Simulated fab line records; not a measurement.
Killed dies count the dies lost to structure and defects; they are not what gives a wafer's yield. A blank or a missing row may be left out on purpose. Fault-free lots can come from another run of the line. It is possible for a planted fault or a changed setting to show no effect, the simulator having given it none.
fab line records | flow gf180mcu
[record] lots = 12 wafers = 36 last_day = 34
route steps=602 shown MVPSD@87 VT_IMPLANT@135 V2@405
lots untouched by any fault: they come from a run of this same line in which no faults occurred
start_h: start of the lot's first displayed wafer, in hours after the record's first day | wait_h: time in hours since the lot's previous step | " repeats the value in the row above | L1.1+2: one row covering several wafers at once | - value missing, or start not given | * or withheld: withheld | < > ~ a bound
route shown NAME@n: a module of which the file shows steps, and the number in the route of the first | usual: the fault-free wafers' mean and standard deviation | same: alike in all rows | chamber/n: place in a boat | sites: each site's reading | _std_site: their standard deviation | _edge_site: the outer-site mean with the inner-site mean subtracted | radius_mm: how far each site lies from the wafer's centre | mask NAME#n: copy n | behind: tool/chamber where the wafer was last shaped | hold: cause of the lot's hold/its duration in hours/its outcome | device: whichever transistor did not switch (one of n, p or np) | end of line: tests of these same wafers at the route's end | for a step that has no rows: nothing shown but its recipe | killed: count of dies lost to structure and defects at first sort (not the wafer's yield) | map: dies across one wafer; x = killed, . = not, _ = none there
set.NAME: the run value of the setting; set.NAME@STEP: its run value at that earlier step | model.NAME: the simulator's own value behind a step, which no gauge read
steps of the route over a sample of lots; a table a step, a row a wafer
services: the hour from which a tool's chamber was out of use, counted from the record's first day as start_h (under 0 if before that day), plus the number of hours and why
[[steps]]
[step GF_MVPSD_IMPLANT_09]
[recipe] species = B energy_kev = 40 dose_cm2 = 5e+12 tilt_deg = 0
[usual] dose_ions_cm2 = 4.999e+12/5.1e+09 faraday_current_uA = 28.2/0.53
// columns lot.wafer tool chamber start_h wait_h dose_ions_cm2 faraday_current_uA
L533.2 implanter-04 0 102.12 0.1 4.997e+12 28.5
L533.3 " 0 " " 5.002e+12 28.5
L533.4 " 0 " " 5.001e+12 28.6
L534.1 implanter-03 0 108.64 0.1 4.999e+12 26.8
L534.2 " 0 " " 5e+12 28.2
L534.4 " 0 " " 4.995e+12 28.3
L535.1 implanter-04 0 113.94 0.1 5.006e+12 27.9
L535.3 " 0 " " 4.995e+12 28.2
L535.5 " 0 " " 4.997e+12 27.4
L537.2 implanter-04 0 127.82 0.1 5e+12 27.7
L537.4 " 0 " " 5.001e+12 27.8
L537.5 " 0 " " 5.001e+12 28.5
L539.2 implanter-03 0 139.28 0.1 4.992e+12 28.2
L539.5 " 0 " " 5.008e+12 28.4
L539.6 " 0 " " 5e+12 28.3
L544.3 implanter-04 0 169.74 0.1 4.083e+12 23.0
L544.4 " 0 " " 4.082e+12 22.5
L544.6 " 0 " " 4.088e+12 22.5
L545.1 implanter-02 0 176.55 0.1 4.995e+12 28.0
L545.2 " 0 " " 4.999e+12 27.5
L545.4 " 0 " " 4.997e+12 28.8
L546.1 implanter-04 0 180.60 0.1 4.083e+12 22.9
L546.3 " 0 " " 4.086e+12 22.5
L546.5 " 0 " " 4.077e+12 23.2
L547.2 implanter-03 0 186.91 0.1 5e+12 28.9
L547.3 " 0 " " 5.003e+12 27.9
L547.5 " 0 " " 5.005e+12 29.1
L550.1 implanter-03 0 205.74 0.1 4.992e+12 29.7
L550.4 " 0 " " 4.989e+12 29.3
L550.6 " 0 " " 4.992e+12 29.4
L554.2 implanter-02 0 227.67 0.1 5.005e+12 28.4
L554.3 " 0 " " 4.994e+12 27.9
L554.6 " 0 " " 5.003e+12 28.3
L555.1 implanter-04 0 238.90 0.1 4.996e+12 28.5
L555.2 " 0 " " 4.991e+12 27.4
L555.5 " 0 " " 4.994e+12 27.8
[step GF_VT_IMPLANT_RTA_45]
[recipe] temp_c = 1050 time_s = 30 ambient = N2
[usual] lamp_power_pct = 31.4/2.5 wafer_temp_C_max = 1054.2/0.94
[same] time_s = 30
// columns lot.wafer tool chamber start_h wait_h lamp_power_pct wafer_temp_C_max
L533.2 rtp_anneal-02 0 163.48 0.0 33.5 1053.7
L533.3 " 0 " " 33.5 1053.4
L533.4 " 0 " " 33.5 1055.1
L534.1 rtp_anneal-02 0 171.21 0.0 33.5 1053.2
L534.2 " 0 " " 33.5 1053.3
L534.4 " 0 " " 33.5 1054.2
L535.1 rtp_anneal-02 0 176.67 0.0 33.5 1053.9
L535.3 " 0 " " 33.5 1055.1
L535.5 " 0 " " 33.5 1053.0
L537.2 rtp_anneal-01 0 192.28 0.0 28.5 1055.3
L537.4 " 0 " " 28.4 1054.6
L537.5 " 0 " " 28.5 1054.1
L539.2 rtp_anneal-01 0 204.73 0.0 28.4 1057.1
L539.5 " 0 " " 28.4 1054.0
L539.6 " 0 " " 28.4 1056.2
L544.3 rtp_anneal-02 0 239.45 0.0 33.5 1053.7
L544.4 " 0 " " 33.5 1053.4
L544.6 " 0 " " 33.6 1053.1
L545.1 rtp_anneal-01 0 244.76 0.0 28.5 1055.7
L545.2 " 0 " " 28.4 1056.7
L545.4 " 0 " " 28.4 1053.7
L546.1 rtp_anneal-01 0 252.67 0.0 28.4 1054.4
L546.3 " 0 " " 28.4 1054.5
L546.5 " 0 " " 28.5 1055.2
L547.2 rtp_anneal-02 0 259.28 0.0 33.5 1054.2
L547.3 " 0 " " 33.5 1053.7
L547.5 " 0 " " 33.5 1053.3
L550.1 rtp_anneal-01 0 280.61 0.0 28.4 1055.4
L550.4 " 0 " " 28.5 1053.3
L550.6 " 0 " " 28.4 1055.8
L554.2 rtp_anneal-01 0 304.68 0.0 28.5 1054.7
L554.3 " 0 " " 28.5 1054.1
L554.6 " 0 " " 28.5 1053.5
L555.1 rtp_anneal-01 0 317.16 0.0 28.4 1053.9
L555.2 " 0 " " 28.4 1053.0
L555.5 " 0 " " 28.4 1055.1
[step GF_VT_IMPLANT_RS_MEAS_49]
[recipe] thk_meas_gauge = four-point-probe
[usual] MVPSD_RS = 1169/3.2
// columns lot.wafer tool chamber start_h wait_h hold MVPSD_RS[ohm/sq]
L533.2 film_metro-02 - 163.95 0.1 - 1167
L533.3 " - " " - 1167
L533.4 " - " " - 1166
L534.1 film_metro-02 - 171.67 0.1 - 1166
L534.2 " - " " - 1168
L534.4 " - " " - 1169
L535.1 film_metro-04 - 177.13 0.1 - 1169
L535.3 " - " " - 1169
L535.5 " - " " - 1171
L537.2 film_metro-02 - 192.74 0.1 - 1168
L537.4 " - " " - 1162
L537.5 " - " " - 1167
L539.2 film_metro-04 - 205.19 0.1 - 1170
L539.5 " - " " - 1166
L539.6 " - " " - 1169
L544.3 film_metro-02 - 239.91 0.1 await_dispo/0.2h/release 1213
L544.4 " - " " await_dispo/0.2h/release 1212
L544.6 " - " " await_dispo/0.2h/release 1209
L544.3 film_metro-02 - 240.27 0.3 - 1212
L544.4 " - " " - 1210
L544.6 " - " " - 1210
L545.1 film_metro-02 - 245.32 0.1 - 1167
L545.2 " - " " - 1167
L545.4 " - " " - 1166
L546.1 film_metro-01 - 253.13 0.1 await_dispo/0.2h/release 1214
L546.3 " - " " await_dispo/0.2h/release 1211
L546.5 " - " " await_dispo/0.2h/release 1211
L546.1 film_metro-01 - 253.41 0.3 - 1213
L546.3 " - " " - 1213
L546.5 " - " " - 1209
L547.2 film_metro-04 - 259.74 0.1 - 1167
L547.3 " - " " - 1165
L547.5 " - " " - 1165
L550.1 film_metro-01 - 281.07 0.1 - 1173
L550.4 " - " " - 1173
L550.6 " - " " - 1175
L554.2 film_metro-01 - 305.14 0.1 - 1165
L554.3 " - " " - 1169
L554.6 " - " " - 1168
L555.1 film_metro-04 - 317.62 0.1 - 1168
L555.2 " - " " - 1169
L555.5 " - " " - 1168
[step GF_VT_IMPLANT_WET_ETCH_50]
[recipe] chemistry = dHF target_depth_nm = 20 target = SiO2 temp_c = 25 dilution = 100:1 time_s = 400
[usual] bath_heat_duty_pct = 6.3/0.78
[same] time_s = 400
// columns lot.wafer tool chamber start_h wait_h hold bath_heat_duty_pct
L533.2 wet_bench-03 1 164.05 0.1 - 6.3
L533.3 " 1 " " - 6.1
L533.4 " 1 " " - 6.8
L534.1 wet_bench-04 2 171.79 0.1 - 7.3
L534.2 " 2 " " - 6.4
L534.4 " 2 " " - 6.4
L535.1 wet_bench-04 0 177.25 0.1 - 5.6
L535.3 " 0 " " - 5.2
L535.5 " 0 " " - 5.5
L537.2 wet_bench-04 3 192.84 0.1 - 5.3
L537.4 " 3 " " - 4.6
L537.5 " 3 " " - 5.0
L539.2 wet_bench-03 3 205.29 0.1 - 6.2
L539.5 " 3 " " - 6.9
L539.6 " 3 " " - 7.2
L544.3 wet_bench-03 1 243.65 3.4 await_dispo/3.3h/release 6.0
L544.4 " 1 " " await_dispo/3.3h/release 7.2
L544.6 " 1 " " await_dispo/3.3h/release 6.9
L545.1 wet_bench-04 1 245.44 0.1 - 6.8
L545.2 " 1 " " - 6.8
L545.4 " 1 " " - 8.1
L546.1 wet_bench-03 2 255.52 2.1 await_dispo/2.0h/release 6.1
L546.3 " 2 " " await_dispo/2.0h/release 5.7
L546.5 " 2 " " await_dispo/2.0h/release 6.3
L547.2 wet_bench-04 2 259.84 0.1 - 6.2
L547.3 " 2 " " - 7.1
L547.5 " 2 " " - 6.5
L550.1 wet_bench-02 1 281.19 0.1 - 6.9
L550.4 " 1 " " - 6.7
L550.6 " 1 " " - 6.4
L554.2 wet_bench-02 0 305.24 0.1 - 7.2
L554.3 " 0 " " - 7.5
L554.6 " 0 " " - 8.1
L555.1 wet_bench-02 1 317.74 0.1 - 6.5
L555.2 " 1 " " - 6.5
L555.5 " 1 " " - 6.8
[step GF_V2_CVD_23]
[recipe] material = W target_thk_nm = 350 time_s = 104.94 temp_c = 400 pressure_torr = 40
[usual] heater_power_w = 876/51
[same] time_s = 104.94
// columns lot.wafer tool chamber start_h wait_h heater_power_w
L533.2 cvd_w-02 1 468.10 0.0 815
L533.3 " 1 " " 829
L533.4 " 0 " " 814
L534.1 cvd_w-01 1 480.18 0.0 900
L534.2 " 0 " " 904
L534.4 " 1 " " 922
L535.1 cvd_w-01 0 486.87 0.0 910
L535.3 " 1 " " 922
L535.5 " 1 " " 932
L537.2 cvd_w-01 0 510.44 0.0 945
L537.4 " 1 " " 916
L537.5 " 1 " " 896
L539.2 cvd_w-01 1 528.17 0.0 930
L539.5 " 1 " " 890
L539.6 " 0 " " 935
L544.3 cvd_w-02 1 573.31 0.1 835
L544.4 " 0 " " 810
L544.6 " 0 " " 815
L545.1 cvd_w-02 0 576.93 0.0 802
L545.2 " 1 " " 827
L545.4 " 0 " " 815
L546.1 cvd_w-01 1 582.44 0.0 916
L546.3 " 1 " " 903
L546.5 " 0 " " 949
L547.2 cvd_w-02 0 597.81 0.0 795
L547.3 " 0 " " 815
L547.5 " 0 " " 812
L550.1 cvd_w-01 1 620.70 0.0 929
L550.4 " 0 " " 918
L550.6 " 0 " " 947
L554.2 cvd_w-01 1 645.93 0.0 908
L554.3 " 1 " " 891
L554.6 " 1 " " 935
L555.1 cvd_w-01 0 652.93 0.0 943
L555.2 " 1 " " 930
L555.5 " 0 " " 943
[step GF_V2_RS_MEAS_24]
[recipe] thk_meas_gauge = four-point-probe reads = W_of_V2_CVD_23+TiN_of_V2_SPUTTER_22+Ti_of_V2_SPUTTER_21
[usual] V2_W_RS = 0.328/0.0034
// columns lot.wafer tool chamber start_h wait_h V2_W_RS[ohm/sq]
L533.2 film_metro-01 - 468.23 0.1 0.329
L533.3 " - " " 0.328
L533.4 " - " " 0.330
L534.1 film_metro-04 - 480.29 0.1 0.323
L534.2 " - " " 0.325
L534.4 " - " " 0.324
L535.1 film_metro-01 - 486.98 0.1 0.323
L535.3 " - " " 0.328
L535.5 " - " " 0.329
L537.2 film_metro-01 - 510.57 0.1 0.327
L537.4 " - " " 0.330
L537.5 " - " " 0.326
L539.2 film_metro-04 - 528.31 0.1 0.328
L539.5 " - " " 0.331
L539.6 " - " " 0.327
L544.3 film_metro-02 - 573.42 0.1 0.322
L544.4 " - " " 0.323
L544.6 " - " " 0.324
L545.1 film_metro-04 - 577.05 0.1 0.327
L545.2 " - " " 0.327
L545.4 " - " " 0.330
L546.1 film_metro-04 - 582.55 0.1 0.325
L546.3 " - " " 0.323
L546.5 " - " " 0.327
L547.2 film_metro-01 - 597.94 0.1 0.331
L547.3 " - " " 0.330
L547.5 " - " " 0.332
L550.1 film_metro-04 - 620.82 0.1 0.326
L550.4 " - " " 0.327
L550.6 " - " " 0.332
L554.2 film_metro-02 - 646.07 0.1 0.327
L554.3 " - " " 0.330
L554.6 " - " " 0.328
L555.1 film_metro-02 - 653.04 0.1 0.328
L555.2 " - " " 0.329
L555.5 " - " " 0.330
[[services]]
// columns tool chamber start_h hours kind
implanter-03 - 78.74 1.9 repair
wet_bench-04 - 78.81 14.9 repair
implanter-03 - 151.10 4.5 repair
implanter-03 - 155.65 4.8 pm
wet_bench-03 - 171.09 3.2 repair
cvd_w-01 - 179.09 6.9 pm
cvd_w-02 1 185.24 3.6 repair
cvd_w-01 1 221.97 3.5 repair
cvd_w-01 1 281.89 7.5 repair
implanter-04 - 313.36 28.2 repair
cvd_w-01 - 327.56 0.8 repair
implanter-04 - 359.01 4.7 repair
rtp_anneal-02 - 388.29 3.1 pm
cvd_w-01 1 389.40 2.9 repair
cvd_w-01 - 390.00 14.0 pm
implanter-04 - 418.32 3.5 pm
implanter-04 - 434.34 0.7 repair
rtp_anneal-01 - 480.78 3.0 pm
wet_bench-04 - 500.41 1.4 repair
implanter-04 - 501.73 5.2 pm
cvd_w-01 - 532.36 0.6 repair
cvd_w-01 - 597.07 6.0 pm
implanter-04 - 600.11 2.6 pm
wet_bench-04 - 615.81 1.1 repair
[[key]]
[first_sign] step = GF_MVPSD_IMPLANT_09 reading = dose_ions_cm2 direction = down sigmas = 99+ usual = 4.999e+12 struck = 4.083e+12
[effect] step = GF_MVPSD_IMPLANT_09 reading = faraday_current_uA direction = down sigmas = 10 usual = 28.2 struck = 22.8
[effect] step = GF_VT_IMPLANT_RS_MEAS_49 reading = MVPSD_RS direction = up sigmas = 13 usual = 1169 struck = 1212
met_at GF_MVPSD_IMPLANT_09
struck_lots L544,L546
tester_left_out L544,L546
not_acting_at GF_VT_IMPLANT_RTA_45,GF_V2_CVD_23,GF_V2_RS_MEAS_24
onset_between 127.82 169.74
[fault] kind = process_parameter_drift tool = implanter-04 chamber = - onset_h = 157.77 steps = GF_MVPSD_IMPLANT_09 channel = dose_cm2 offset = -9.1996e+11 shape = step end_h = 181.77 acts_in = these_recipes_only stated = 5e+12
// tester_left_out: of these lots the tester's yield and bins aren't shown, on N5 and GAA mostly nor the transistor test; their killed dies are dies lost to structure and defects alone, not to doping, threshold or leakage, so they don't give the yield
